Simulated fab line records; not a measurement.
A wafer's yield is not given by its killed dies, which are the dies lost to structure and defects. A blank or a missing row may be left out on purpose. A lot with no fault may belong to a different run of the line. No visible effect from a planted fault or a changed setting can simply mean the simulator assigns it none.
Comparing a struck lot with a sound one / flow sky130 / 24 out of 708 route steps
Sound: the wafers L673.1, L673.3, L673.4. Struck: wafer L674.3 (left out: L674.2, L674.6 of the same lot, which were not struck); the cause appears at the end.
For every step that has rows: the tool of each side, followed by ch and its chambers, followed by its first start. Under that, the readings that differ: sound wafers / struck wafers / difference of the means / sigmas: that difference in standard deviations of wafers without a fault.
alike: readings whose means differ by less than 2 such deviations, and words and numbers that are the same on both sides. not compared: withheld readings, readings that some wafer has no value for, bounds like >300 that may hide the same value, and numbers for which the record gives no deviation and whose values overlap.
A row with sigmas, a row that says differs or no value, or rows on one side alone: a step with any of these is where the two part. Numbers that don't overlap but have no deviation are shown without sigmas and don't part them. A reading that every wafer of one side lacks parts them only if that side has two wafers or more.

SKY_VIA1_CMP_02: polishes SiO2.
  sound on cmp-02 ch 0,1,2, day 33 05:50; struck on cmp-02 ch 2, day 33 18:28
  alike: edge-zone-pressure-frac, motor-current-A
SKY_VIA1_BOW_MEAS_03:
  struck on film-metro-01, day 33 18:47; sound on film-metro-04, day 33 06:08
  alike: VIA1_BOW
then, 8 steps without rows for these wafers: SKY_VIA1_DEHYDRATE_04 (time 60 s); SKY_VIA1_HMDS_05 (prime time 60 s); SKY_VIA1_COAT_06 (resist thk 60 nm); SKY_VIA1_COAT_07 (resist thk 450 nm); SKY_VIA1_SOFTBAKE_08 (time 90 s); SKY_VIA1_EXPOSE_09 (exposes mask VIM, target cd 150 nm); SKY_VIA1_PEB_10; SKY_VIA1_DEVELOP_11 (develop time 60 s).
SKY_VIA1_CD_MEAS_12: the cd target is 150 nm.
  struck on cd-sem-01, day 34 20:58; sound on cd-sem-01, day 34 09:24
  alike: cd-nm
SKY_VIA1_OVL_MEAS_13:
  struck on overlay-01, day 34 21:04; sound on overlay-02, day 34 09:31
  alike: VIA1_OVL
SKY_VIA1_ETCH_14: etches BARC in N2/H2, stops on SiO2, time 45.9 s, target depth 60 nm.
  sound on rie-diel-03 ch 0,1,3, day 34 09:33; struck on rie-diel-03 ch 0, day 34 21:06
reading=oes-product-au (a.u.); sound=0.862 0.865 0.851; struck=1.000; difference=+0.141; sigmas=+29
reading=run-length-s (s); sound=74.7 74.2 73.8; struck=60.9; difference=-13.3; sigmas=-28
reading=model.KrF-thick_of_VIA1_COAT_07.thk-nm (nm); sound=392.9 393.7 392.1; struck=406.9; difference=+14.0; sigmas=
reading=model.etch.depth-nm (nm); sound=60.11 59.98 60.07; struck=55.31; difference=-4.74; sigmas=
  alike: drypump-motor-current-A, throttle-valve-pct
  not compared: rf-fwd-power-W, rf-hours-counter-h
SKY_VIA1_ETCH_15: etches SiO2 in C4F8/O2/Ar, stops on TiN, target depth 351 nm, time 54 s.
  sound on rie-diel-03 ch 0,1,3, day 34 09:35; struck on rie-diel-03 ch 0, day 34 21:08
reading=oes-product-au (a.u.); sound=0.982 0.986 0.984; struck=0.374; difference=-0.610; sigmas=-99 or more
reading=model.KrF-thick_of_VIA1_COAT_07.thk-nm (nm); sound=322.8 323.5 322.1; struck=335.7; difference=+12.9; sigmas=
  alike: rf-fwd-power-W, run-length-s
SKY_VIA1_STRIP_16: strips in O2/N2.
  sound on plasma-asher-04 ch 0,1, day 34 09:38; struck on plasma-asher-03 ch 0, day 34 21:11
reading=strip-time-to-endpoint-s (s); sound=4.463 4.453 4.471; struck=4.595; difference=+0.133; sigmas=+5
  alike: drypump-motor-current-A, oes-product-au
  not compared: rf-hours-counter-h
then, 3 steps without rows for these wafers: SKY_VIA1_STRIP_17 (strips in post etch residue remover, time 1200 s); SKY_VIA1_CLEAN_18 (cleans in IPA, time 180 s); SKY_VIA1_CLEAN_19 (cleans in O3/DIW).
SKY_VIA1_SPUTTER_20: material TiN, target thk 20 nm, time 80 s.
  struck on pvd-sputter-04, day 34 21:47; sound on pvd-sputter-04, day 34 10:14
  alike: throttle-valve-pct
SKY_VIA1_CVD_21: deposits W, target thk 270 nm, time 80.902 s.
  sound on cvd-w-02 ch 0,1, day 34 10:17; struck on cvd-w-02 ch 0, day 34 21:50
  alike: heater-power-w, susceptor-temp-C
  not compared: since-wet-clean-h
SKY_VIA1_CMP_24: polishes, stops on SiO2, t overpolish 15 s, target thk 0 nm.
  sound on cmp-02 ch 1,2,3, day 34 10:34; struck on cmp-01 ch 3, day 34 22:07
reading=edge-zone-pressure-frac; sound=1.003 0.997 0.996; struck=0.986; difference=-0.013; sigmas=-3
  alike: motor-current-A, overpolish-run-s, time-to-endpoint-s
SKY_METAL2_SPUTTER_00: material Ti, target thk 15 nm, time 10 s.
  the record holds rows for the sound wafers here (pvd-sputter-02, day 34 10:52) but none for the struck ones
SKY_METAL2_SPUTTER_01: material TiN, target thk 20 nm, time 16.7 s.
  the record holds rows for the sound wafers here (pvd-sputter-02, day 34 10:53) but none for the struck ones
SKY_METAL2_SPUTTER_02: material AlCu, target thk 250 nm, time 13.3 s.
  the record holds rows for the sound wafers here (pvd-sputter-02, day 34 10:55) but none for the struck ones

## WHERE THEY PART
At SKY_VIA1_ETCH_14 first; at SKY_METAL2_SPUTTER_02 last (within this record only).

WHY: whatever the simulator had introduced
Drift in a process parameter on rie-diel-03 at SKY_VIA1_ETCH_14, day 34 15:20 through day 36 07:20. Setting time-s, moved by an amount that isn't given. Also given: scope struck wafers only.
